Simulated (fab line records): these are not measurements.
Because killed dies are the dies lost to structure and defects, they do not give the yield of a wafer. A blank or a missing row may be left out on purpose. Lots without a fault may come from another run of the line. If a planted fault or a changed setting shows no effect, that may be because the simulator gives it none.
Matching of chambers | flow gf180mcu | GF_V4_ETCH_16 on rie diel-01: 4 sister chambers
The step etches BARC in N2/H2. 8 wafers are shown with their chamber, then 9 later ones without.

## EACH WAFER AND ITS CHAMBER
wafer  | chamber | drypump motor current A (A) | h2 flow sccm (sccm)
L081.1 | 3       | 6.3                         | 199.8
L084.2 | 3       | 6.3                         | 200.2
L084.6 | 1       | 5.1                         | 200.3
L087.1 | 1       | 5.1                         | 199.9
L087.6 | 0       | 6.0                         | 200.2
L088.1 | 0       | 5.9                         | 199.2
L088.2 | 2       | 4.7                         | 200.3
L088.6 | 2       | 4.7                         | 200.6

## WAFERS MISSING THEIR CHAMBER
wafer  | drypump motor current A (A) | h2 flow sccm (sccm)
L089.1 | 5.9                         | 199.6
L089.4 | 6.3                         | 201.0
L089.6 | 5.1                         | 199.7
L091.1 | 5.1                         | 199.9
L091.2 | 4.7                         | 200.8
L091.3 | 5.9                         | 200.4
L097.1 | 5.1                         | 200.3
L097.2 | 4.7                         | 199.3
L097.5 | 6.4                         | 199.7

## WHICH CHAMBER EACH ONE RAN IN
wafer  | from the rows above | in truth
L089.1 | 0                   | 0
L089.4 | 3                   | 3
L089.6 | 1                   | 1
L091.1 | 1                   | 1
L091.2 | 2                   | 2
L091.3 | 0                   | 0
L097.1 | 1                   | 1
L097.2 | 2                   | 2
L097.5 | 3                   | 3
Placed correctly: 9 of 9. Number that these rows cannot place: 0. 0 placed wrongly.
How it was worked out, from the rows above alone: a wafer's distance from a chamber is the root of the sum, over the readings, of the square of ((its reading less the chamber's mean) divided by the reading's scatter). If the next closest chamber is less than 2 further off than the closest, the wafer can't be placed; otherwise it belongs to the closest. The mean given for a chamber averages the wafers shown for that chamber. The scatter: the root of (the sum of the squares of (reading less its chamber's mean) over the shown wafers, divided by (wafers less chambers)).
